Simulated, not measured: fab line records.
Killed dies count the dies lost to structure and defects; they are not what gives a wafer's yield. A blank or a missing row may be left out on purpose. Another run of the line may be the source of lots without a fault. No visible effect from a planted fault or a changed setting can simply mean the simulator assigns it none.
fab line records + flow sky130
record
- lots=13
- wafers=39
- lastDay=49
route steps=708 shown VT_ADJUST_HVTR@139 SONOS_TUNNEL@162 GATE_OXIDE@188 POLY_GATE@218 PAD_OPEN@708
lots untouched by any fault: they come from a run of this same line in which no faults occurred
startH: hours from the record's opening day to when the first of the lot's shown wafers began + waitH: how many hours have passed since the lot's step before this one + " as in the row above + L1.1+2: a row that stands for several wafers + - either no value or no given start + * or withheld: withheld + < > ~ a bound
route shown NAME@n: names a module that has steps shown in the file, with the first one's number in the route + usual: average and standard deviation across the fault-free wafers + same: alike in all rows + chamber/n: place in a boat + sites: the reading at each site + _std_site: the standard deviation of these + _edge_site: outer sites' mean less inner sites' + radiusMm: for every site, how far away it sits from the centre of the wafer + mask NAME#n: copy n + behind: the last tool/chamber to shape the wafer + hold: reason for holding the lot/hours on hold/outcome of the hold + device: the n, p or np transistor that did not switch + end of line: the same wafers' tests at the end of the route + a step given without rows: its recipe and nothing more + killed: dies lost to structure and defects at the first sort, not the wafer's yield + map: the dies of a wafer, with x for killed, . for not killed, _ for no die there
set.NAME: the setting as run; set.NAME@STEP: as run at that earlier step + model.NAME: the simulator's own value behind a step, which no gauge read
steps of the route over a sample of lots; a table a step, a row a wafer
services: the hour from which a tool's chamber was out of use, counted from the record's first day as startH (under 0 if before that day), plus the number of hours and why
## steps
# step SKY_VT_ADJUST_HVTR_OVL_MEAS_08
# usual
- VT_ADJUST_HVTR_OVL=-0.2/1.8
| lot.wafer | tool       | chamber | startH | waitH | VT_ADJUST_HVTR_OVL[nm] |
|-----------|------------|---------|--------|-------|------------------------|
| L802.1    | overlay-02 | -       | 203.99 | 0.1   | 0.6                    |
| L802.3    | "          | -       | "      | "     | -0.9                   |
| L802.5    | "          | -       | "      | "     | 0.5                    |
| L806.1    | overlay-01 | -       | 229.10 | 0.1   | -1.7                   |
| L806.4    | "          | -       | "      | "     | -1.6                   |
| L806.6    | "          | -       | "      | "     | -2.8                   |
| L808.2    | overlay-01 | -       | 246.24 | 0.1   | -1.8                   |
| L808.3    | "          | -       | "      | "     | -0.6                   |
| L808.5    | "          | -       | "      | "     | 0.1                    |
| L809.1    | overlay-02 | -       | 250.69 | 0.1   | 0.2                    |
| L809.3    | "          | -       | "      | "     | -1.0                   |
| L809.6    | "          | -       | "      | "     | -1.1                   |
| L810.1    | overlay-02 | -       | 265.79 | 0.1   | -2.8                   |
| L810.2    | "          | -       | "      | "     | -2.6                   |
| L810.5    | "          | -       | "      | "     | -1.0                   |
| L812.1    | overlay-01 | -       | 270.84 | 0.1   | 1.7                    |
| L812.2    | "          | -       | "      | "     | 3.6                    |
| L812.5    | "          | -       | "      | "     | 1.0                    |
| L813.2    | overlay-02 | -       | 272.59 | 0.1   | 3.1                    |
| L813.3    | "          | -       | "      | "     | 3.6                    |
| L813.6    | "          | -       | "      | "     | 4.4                    |
| L814.2    | overlay-01 | -       | 291.71 | 0.1   | 0.4                    |
| L814.3    | "          | -       | "      | "     | -0.5                   |
| L814.5    | "          | -       | "      | "     | -3.4                   |
| L816.1    | overlay-01 | -       | 301.39 | 0.1   | -2.5                   |
| L816.2    | "          | -       | "      | "     | 0.4                    |
| L816.6    | "          | -       | "      | "     | -3.5                   |
| L817.1    | overlay-01 | -       | 315.70 | 0.1   | 1.0                    |
| L817.2    | "          | -       | "      | "     | 1.0                    |
| L817.4    | "          | -       | "      | "     | 0.9                    |
| L820.2    | overlay-01 | -       | 326.26 | 0.1   | 1.1                    |
| L820.3    | "          | -       | "      | "     | 0.6                    |
| L820.6    | "          | -       | "      | "     | 0.6                    |
| L822.2    | overlay-01 | -       | 344.21 | 0.1   | -0.3                   |
| L822.3    | "          | -       | "      | "     | -0.7                   |
| L822.4    | "          | -       | "      | "     | 1.1                    |
| L823.1    | overlay-01 | -       | 352.10 | 0.1   | -0.9                   |
| L823.3    | "          | -       | "      | "     | -1.5                   |
| L823.5    | "          | -       | "      | "     | -1.5                   |
# step SKY_SONOS_TUNNEL_OVL_MEAS_08
# usual
- SONOS_TUNNEL_OVL=-0.3/1.6
| lot.wafer | tool       | chamber | startH | waitH | SONOS_TUNNEL_OVL[nm] |
|-----------|------------|---------|--------|-------|----------------------|
| L802.1    | overlay-02 | -       | 247.25 | 0.1   | 2.3                  |
| L802.3    | "          | -       | "      | "     | 2.8                  |
| L802.5    | "          | -       | "      | "     | 4.4                  |
| L806.1    | overlay-01 | -       | 273.94 | 0.1   | 0.0                  |
| L806.4    | "          | -       | "      | "     | 0.8                  |
| L806.6    | "          | -       | "      | "     | 0.6                  |
| L808.2    | overlay-01 | -       | 293.69 | 0.1   | -0.7                 |
| L808.3    | "          | -       | "      | "     | -0.3                 |
| L808.5    | "          | -       | "      | "     | 0.6                  |
| L809.1    | overlay-01 | -       | 298.69 | 0.1   | -1.8                 |
| L809.3    | "          | -       | "      | "     | 0.1                  |
| L809.6    | "          | -       | "      | "     | -0.9                 |
| L810.1    | overlay-01 | -       | 315.30 | 0.1   | -1.2                 |
| L810.2    | "          | -       | "      | "     | -3.8                 |
| L810.5    | "          | -       | "      | "     | -3.3                 |
| L812.1    | overlay-01 | -       | 320.85 | 0.1   | -1.0                 |
| L812.2    | "          | -       | "      | "     | -0.1                 |
| L812.5    | "          | -       | "      | "     | 1.7                  |
| L813.2    | overlay-01 | -       | 322.20 | 0.1   | 0.9                  |
| L813.3    | "          | -       | "      | "     | 0.9                  |
| L813.6    | "          | -       | "      | "     | 1.1                  |
| L814.2    | overlay-01 | -       | 343.30 | 0.1   | -1.1                 |
| L814.3    | "          | -       | "      | "     | 0.4                  |
| L814.5    | "          | -       | "      | "     | -1.8                 |
| L816.1    | overlay-02 | -       | 355.79 | 0.1   | 0.2                  |
| L816.2    | "          | -       | "      | "     | 1.4                  |
| L816.6    | "          | -       | "      | "     | 1.9                  |
| L817.1    | overlay-02 | -       | 370.94 | 0.1   | -2.6                 |
| L817.2    | "          | -       | "      | "     | -0.1                 |
| L817.4    | "          | -       | "      | "     | -1.0                 |
| L820.2    | overlay-02 | -       | 383.20 | 0.1   | -1.3                 |
| L820.3    | "          | -       | "      | "     | -2.3                 |
| L820.6    | "          | -       | "      | "     | 1.4                  |
| L822.2    | overlay-02 | -       | 402.04 | 0.1   | 0.9                  |
| L822.3    | "          | -       | "      | "     | 1.6                  |
| L822.4    | "          | -       | "      | "     | 1.2                  |
| L823.1    | overlay-02 | -       | 409.39 | 0.1   | -0.9                 |
| L823.3    | "          | -       | "      | "     | -2.2                 |
| L823.5    | "          | -       | "      | "     | -0.9                 |
# step SKY_GATE_OXIDE_OXIDATION_01
# recipe
- tempC=900
- ambient=O2
- stabiliseS=600
- purgeS=300
- targetThkA=102.68
- oxTimeS=1473
# usual
- spikeTcUpperC=901.1/1.1
- zonePowerLowerPct=19.3/0.39
| lot.wafer | tool       | chamber | startH | waitH | spikeTcUpperC | zonePowerLowerPct |
|-----------|------------|---------|--------|-------|---------------|-------------------|
| L802.1    | furnace-02 | 0       | 280.48 | 1.7   | 902.5         | 19.1              |
| L802.3    | "          | 0       | "      | "     | 900.7         | 19.2              |
| L802.5    | "          | 0       | "      | "     | 900.2         | 18.9              |
| L806.1    | furnace-02 | 0       | 309.21 | 1.0   | 899.0         | 19.0              |
| L806.4    | "          | 0       | "      | "     | 900.3         | 19.3              |
| L806.6    | "          | 0       | "      | "     | 899.8         | 18.9              |
| L808.2    | furnace-02 | 0       | 324.79 | 0.3   | 900.8         | 19.0              |
| L808.3    | "          | 0       | "      | "     | 901.2         | 19.0              |
| L808.5    | "          | 0       | "      | "     | 900.9         | 19.2              |
| L809.1    | furnace-02 | 0       | 331.02 | 0.0   | 901.2         | 19.2              |
| L809.3    | "          | 0       | "      | "     | 899.6         | 19.2              |
| L809.6    | "          | 0       | "      | "     | 900.5         | 19.1              |
| L810.1    | furnace-02 | 0       | 351.01 | 0.6   | 900.3         | 19.0              |
| L810.2    | "          | 0       | "      | "     | 901.1         | 19.0              |
| L810.5    | "          | 0       | "      | "     | 901.0         | 19.0              |
| L812.1    | furnace-02 | 0       | 355.18 | 0.1   | 900.1         | 19.0              |
| L812.2    | "          | 0       | "      | "     | 900.3         | 19.1              |
| L812.5    | "          | 0       | "      | "     | 900.9         | 19.2              |
| L813.2    | furnace-01 | 0       | 358.31 | 2.5   | 901.6         | 19.6              |
| L813.3    | "          | 0       | "      | "     | 901.3         | 19.7              |
| L813.6    | "          | 0       | "      | "     | 901.8         | 19.7              |
| L814.2    | furnace-01 | 0       | 375.63 | 0.0   | 901.5         | 19.8              |
| L814.3    | "          | 0       | "      | "     | 901.4         | 19.8              |
| L814.5    | "          | 0       | "      | "     | 900.0         | 19.9              |
| L816.1    | furnace-02 | 0       | 392.11 | 0.0   | 900.4         | 19.1              |
| L816.2    | "          | 0       | "      | "     | 900.4         | 18.9              |
| L816.6    | "          | 0       | "      | "     | 901.7         | 18.6              |
| L817.1    | furnace-02 | 0       | 409.96 | 2.4   | 902.1         | 19.0              |
| L817.2    | "          | 0       | "      | "     | 901.2         | 19.1              |
| L817.4    | "          | 0       | "      | "     | 900.3         | 19.2              |
| L820.2    | furnace-02 | 0       | 421.08 | 1.4   | 901.5         | 18.8              |
| L820.3    | "          | 0       | "      | "     | 899.5         | 19.0              |
| L820.6    | "          | 0       | "      | "     | 900.2         | 19.0              |
| L822.2    | furnace-01 | 0       | 436.67 | 0.7   | 902.8         | 20.0              |
| L822.3    | "          | 0       | "      | "     | 902.9         | 19.9              |
| L822.4    | "          | 0       | "      | "     | 903.0         | 20.0              |
| L823.1    | furnace-01 | 0       | 446.84 | 0.0   | 901.5         | 19.9              |
| L823.3    | "          | 0       | "      | "     | 902.4         | 19.7              |
| L823.5    | "          | 0       | "      | "     | 903.1         | 19.8              |
# step SKY_GATE_OXIDE_THK_MEAS_02
# recipe
- reads=SiO2_of_GATE_OXIDE_OXIDATION_01
# usual
- GATE_OXIDE_OXIDATION_00_THK=10.31/0.2
| lot.wafer | tool         | chamber | startH | waitH | hold                    | GATE_OXIDE_OXIDATION_00_THK[nm] |
|-----------|--------------|---------|--------|-------|-------------------------|---------------------------------|
| L802.1    | filmMetro-01 | -       | 281.89 | 0.0   | -                       | 10.47                           |
| L802.3    | "            | -       | "      | "     | -                       | 10.43                           |
| L802.5    | "            | -       | "      | "     | -                       | 10.29                           |
| L806.1    | filmMetro-02 | -       | 310.62 | 0.0   | -                       | 10.23                           |
| L806.4    | "            | -       | "      | "     | -                       | 10.26                           |
| L806.6    | "            | -       | "      | "     | -                       | 9.94                            |
| L808.2    | filmMetro-01 | -       | 326.21 | 0.0   | -                       | 10.16                           |
| L808.3    | "            | -       | "      | "     | -                       | 10.21                           |
| L808.5    | "            | -       | "      | "     | -                       | 10.20                           |
| L809.1    | filmMetro-02 | -       | 332.43 | 0.0   | -                       | 10.49                           |
| L809.3    | "            | -       | "      | "     | -                       | 10.32                           |
| L809.6    | "            | -       | "      | "     | -                       | 10.44                           |
| L810.1    | filmMetro-03 | -       | 352.42 | 0.0   | -                       | 10.44                           |
| L810.2    | "            | -       | "      | "     | -                       | 10.64                           |
| L810.5    | "            | -       | "      | "     | -                       | 10.65                           |
| L812.1    | filmMetro-02 | -       | 356.59 | 0.0   | -                       | 10.84                           |
| L812.2    | "            | -       | "      | "     | -                       | 10.68                           |
| L812.5    | "            | -       | "      | "     | -                       | 10.64                           |
| L813.2    | filmMetro-03 | -       | 359.73 | 0.0   | -                       | 10.42                           |
| L813.3    | "            | -       | "      | "     | -                       | 10.33                           |
| L813.6    | "            | -       | "      | "     | -                       | 10.27                           |
| L814.2    | filmMetro-01 | -       | 377.05 | 0.0   | -                       | 10.25                           |
| L814.3    | "            | -       | "      | "     | -                       | 10.12                           |
| L814.5    | "            | -       | "      | "     | -                       | 10.37                           |
| L816.1    | filmMetro-02 | -       | 393.52 | 0.0   | -                       | 10.17                           |
| L816.2    | "            | -       | "      | "     | -                       | 10.19                           |
| L816.6    | "            | -       | "      | "     | -                       | 10.22                           |
| L817.1    | filmMetro-01 | -       | 411.37 | 0.0   | -                       | 10.24                           |
| L817.2    | "            | -       | "      | "     | -                       | 10.26                           |
| L817.4    | "            | -       | "      | "     | -                       | 10.18                           |
| L820.2    | filmMetro-01 | -       | 422.49 | 0.0   | -                       | 10.58                           |
| L820.3    | "            | -       | "      | "     | -                       | 10.56                           |
| L820.6    | "            | -       | "      | "     | -                       | 10.58                           |
| L822.2    | filmMetro-01 | -       | 438.09 | 0.0   | awaitDispo/0.2h/release | 9.60                            |
| L822.3    | "            | -       | "      | "     | awaitDispo/0.2h/release | 9.52                            |
| L822.4    | "            | -       | "      | "     | awaitDispo/0.2h/release | 9.39                            |
| L822.2    | filmMetro-01 | -       | 438.31 | 0.2   | -                       | 9.57                            |
| L822.3    | "            | -       | "      | "     | -                       | 9.44                            |
| L822.4    | "            | -       | "      | "     | -                       | 9.44                            |
| L823.1    | filmMetro-01 | -       | 448.25 | 0.0   | awaitDispo/0.2h/release | 9.40                            |
| L823.3    | "            | -       | "      | "     | awaitDispo/0.2h/release | 9.62                            |
| L823.5    | "            | -       | "      | "     | awaitDispo/0.2h/release | 9.60                            |
| L823.1    | filmMetro-01 | -       | 448.48 | 0.2   | -                       | 9.39                            |
| L823.3    | "            | -       | "      | "     | -                       | 9.70                            |
| L823.5    | "            | -       | "      | "     | -                       | 9.54                            |
# step SKY_POLY_GATE_THK_MEAS_04
# recipe
- reads=Si3N4_of_POLY_GATE_CVD_03
# usual
- POLY_GATE_CVD_03_THK=75.2/0.65
| lot.wafer | tool         | chamber | startH | waitH | POLY_GATE_CVD_03_THK[nm] |
|-----------|--------------|---------|--------|-------|--------------------------|
| L802.1    | filmMetro-04 | -       | 340.08 | 0.0   | 75.4                     |
| L802.3    | "            | -       | "      | "     | 74.9                     |
| L802.5    | "            | -       | "      | "     | 75.3                     |
| L806.1    | filmMetro-03 | -       | 372.55 | 0.0   | 76.0                     |
| L806.4    | "            | -       | "      | "     | 75.6                     |
| L806.6    | "            | -       | "      | "     | 75.9                     |
| L808.2    | filmMetro-03 | -       | 386.51 | 0.0   | 75.5                     |
| L808.3    | "            | -       | "      | "     | 75.2                     |
| L808.5    | "            | -       | "      | "     | 75.7                     |
| L809.1    | filmMetro-01 | -       | 393.24 | 0.0   | 75.3                     |
| L809.3    | "            | -       | "      | "     | 75.1                     |
| L809.6    | "            | -       | "      | "     | 75.4                     |
| L810.1    | filmMetro-04 | -       | 424.60 | 0.0   | 75.3                     |
| L810.2    | "            | -       | "      | "     | 74.9                     |
| L810.5    | "            | -       | "      | "     | 74.9                     |
| L812.1    | filmMetro-01 | -       | 424.60 | 0.0   | 74.4                     |
| L812.2    | "            | -       | "      | "     | 75.0                     |
| L812.5    | "            | -       | "      | "     | 74.9                     |
| L813.2    | filmMetro-03 | -       | 424.67 | 0.1   | 75.5                     |
| L813.3    | "            | -       | "      | "     | 75.1                     |
| L813.6    | "            | -       | "      | "     | 75.2                     |
| L814.2    | filmMetro-01 | -       | 441.15 | 0.0   | 75.3                     |
| L814.3    | "            | -       | "      | "     | 75.0                     |
| L814.5    | "            | -       | "      | "     | 75.2                     |
| L816.1    | filmMetro-01 | -       | 463.01 | 0.0   | 75.0                     |
| L816.2    | "            | -       | "      | "     | 74.5                     |
| L816.6    | "            | -       | "      | "     | 74.9                     |
| L817.1    | filmMetro-03 | -       | 476.92 | 0.0   | 74.5                     |
| L817.2    | "            | -       | "      | "     | 74.1                     |
| L817.4    | "            | -       | "      | "     | 73.8                     |
| L820.2    | filmMetro-04 | -       | 488.90 | 0.0   | 74.8                     |
| L820.3    | "            | -       | "      | "     | 74.3                     |
| L820.6    | "            | -       | "      | "     | 74.9                     |
| L822.2    | filmMetro-01 | -       | 505.11 | 0.0   | 77.0                     |
| L822.3    | "            | -       | "      | "     | 77.3                     |
| L822.4    | "            | -       | "      | "     | 77.1                     |
| L823.1    | filmMetro-03 | -       | 515.81 | 0.0   | 75.8                     |
| L823.3    | "            | -       | "      | "     | 76.0                     |
| L823.5    | "            | -       | "      | "     | 75.5                     |
# step SKY_PAD_OPEN_PROBE_99
# usual
- killed_at_M0_to_M3=43/6.4
- killed_at_M4_up=2.9/1.7
- killedAtContacts=24/5
- killedAtFrontEnd=15/4
- killedAtOther=0.4/0.62
- killedDies=86/9.3
- killedOpen=47/6.8
- killedShort=38/5.8
# same
- grossDies=492
- killedAtBackSide=0
| lot.wafer | tool      | chamber | startH  | waitH | killed_at_M0_to_M3 | killed_at_M4_up | killedAtContacts | killedAtFrontEnd | killedAtOther | killedDies | killedOpen | killedShort |
|-----------|-----------|---------|---------|-------|--------------------|-----------------|------------------|------------------|---------------|------------|------------|-------------|
| L812.1    | prober-02 | -       | 1140.70 | 0.1   | 50                 | 2               | 26               | 15               | 0             | 93         | 52         | 37          |
| L812.2    | prober-02 | -       | 1140.75 | 0.1   | 39                 | 7               | 20               | 14               | 1             | 81         | 50         | 30          |
| L812.5    | prober-02 | -       | 1140.90 | 0.2   | 42                 | 4               | 23               | 14               | 0             | 83         | 45         | 38          |
| L813.2    | prober-02 | -       | 1141.90 | 0.1   | 44                 | 0               | 22               | 13               | 0             | 79         | 39         | 40          |
| L813.3    | prober-02 | -       | 1141.95 | 0.2   | 38                 | 3               | 21               | 10               | 0             | 72         | 45         | 27          |
| L813.6    | prober-02 | -       | 1142.10 | 0.2   | 34                 | 3               | 24               | 10               | 1             | 72         | 37         | 34          |
| L822.2    | prober-01 | -       | 1180.45 | 0.1   | 48                 | 3               | 27               | 17               | 0             | 95         | 47         | 46          |
| L822.3    | prober-01 | -       | 1180.50 | 0.2   | 47                 | 2               | 27               | 16               | 1             | 93         | 59         | 34          |
| L822.4    | prober-01 | -       | 1180.55 | 0.2   | 53                 | 1               | 34               | 21               | 0             | 109        | 67         | 39          |
# killed by level:class
L812.1 VIA1:geometricParticle:open=15 CONTACT:geometricParticle:open=13 VIA1:geometricParticle:short=8 VIA3:geometricParticle:open=6 METAL2:geometricParticle:short=6 LOCAL_INTERCONNECT:geometricParticle:short=5 VIA2:geometricParticle:open=5 FIELD_ISO:geometricParticle:short=4
L812.2 CONTACT:geometricParticle:open=11 VIA2:geometricParticle:open=10 VIA1:geometricParticle:open=9 VIA1:geometricParticle:short=7 FIELD_ISO:geometricParticle:open=6 METAL4:geometricParticle:short=6 CONTACT:geometricParticle:short=4 VIA3:geometricParticle:open=4
L812.5 VIA1:geometricParticle:open=13 CONTACT:geometricParticle:open=9 VIA1:geometricParticle:short=7 FIELD_ISO:geometricParticle:short=5 LI_CONTACT:geometricParticle:open=4 LOCAL_INTERCONNECT:geometricParticle:open=4 FIELD_ISO:geometricParticle:open=3 SPACER:geometricParticle:short=3
L813.2 VIA1:geometricParticle:open=15 METAL1:geometricParticle:short=12 POLY_GATE:geometricParticle:short=6 CONTACT:geometricParticle:open=6 CONTACT:geometricParticle:short=5 LOCAL_INTERCONNECT:geometricParticle:short=4 LI_CONTACT:geometricParticle:open=4 METAL2:geometricParticle:short=3
L813.3 VIA1:geometricParticle:open=12 CONTACT:geometricParticle:open=9 VIA2:geometricParticle:open=6 METAL1:geometricParticle:short=5 METAL2:geometricParticle:short=4 LI_CONTACT:geometricParticle:open=4 CONTACT:geometricParticle:short=4 FIELD_ISO:geometricParticle:open=3
L813.6 CONTACT:geometricParticle:open=9 METAL2:geometricParticle:short=7 LI_CONTACT:geometricParticle:open=5 METAL1:geometricParticle:short=5 VIA2:geometricParticle:open=5 VIA3:geometricParticle:open=5 FIELD_ISO:geometricParticle:short=4 LOCAL_INTERCONNECT:geometricParticle:short=4
L822.2 VIA1:geometricParticle:open=17 VIA1:geometricParticle:short=10 LI_CONTACT:geometricParticle:open=9 FIELD_ISO:geometricParticle:short=7 CONTACT:geometricParticle:open=6 METAL1:geometricParticle:short=5 METAL3:geometricParticle:short=4 LOCAL_INTERCONNECT:geometricParticle:short=4
L822.3 VIA1:geometricParticle:open=16 CONTACT:geometricParticle:open=11 LI_CONTACT:geometricParticle:open=10 FIELD_ISO:geometricParticle:short=7 VIA2:geometricParticle:open=7 VIA1:geometricParticle:short=5 VIA3:geometricParticle:open=5 METAL1:geometricParticle:short=4
L822.4 VIA1:geometricParticle:open=16 LI_CONTACT:geometricParticle:open=14 VIA2:geometricParticle:open=9 VIA3:geometricParticle:open=9 CONTACT:geometricParticle:open=7 FIELD_ISO:geometricParticle:short=6 METAL2:geometricParticle:short=6 FIELD_ISO:geometricParticle:open=5
## services
| tool       | chamber | startH | hours | kind   |
|------------|---------|--------|-------|--------|
| furnace-01 | -       | 260.08 | 7.2   | pm     |
| furnace-01 | -       | 271.30 | 2.7   | pm     |
| furnace-02 | -       | 272.76 | 2.1   | repair |
| furnace-02 | -       | 341.37 | 2.3   | repair |
| furnace-02 | -       | 356.59 | 2.6   | pm     |
| furnace-01 | -       | 405.94 | 16.4  | repair |
| furnace-01 | -       | 439.47 | 4.3   | pm     |
## key
firstSign
- step=SKY_GATE_OXIDE_THK_MEAS_02
- reading=visit
- direction=added
effect
- step=SKY_GATE_OXIDE_THK_MEAS_02
- reading=GATE_OXIDE_OXIDATION_00_THK
- direction=down
- sigmas=3.9
- usual=10.31
- struck=9.52
metAt SKY_GATE_OXIDE_OXIDATION_01
struckLots L822,L823
testerLeftOut L822,L823
notActingAt SKY_VT_ADJUST_HVTR_OVL_MEAS_08,SKY_SONOS_TUNNEL_OVL_MEAS_08,SKY_POLY_GATE_THK_MEAS_04
onsetBetween 375.63 436.67
alsoFits time
fault
- kind=processParameterDrift
- tool=furnace-01
- chamber=-
- onsetH=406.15
- steps=SKY_GATE_OXIDE_OXIDATION_01
- channel=oxTimeS
- offset=*
- shape=step
- endH=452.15
- actsIn=*
- stated=*
# testerLeftOut: of these lots the tester's yield and bins aren't shown, on N5 and GAA mostly nor the transistor test; their killed dies are dies lost to structure and defects alone, not to doping, threshold or leakage, so they don't give the yield
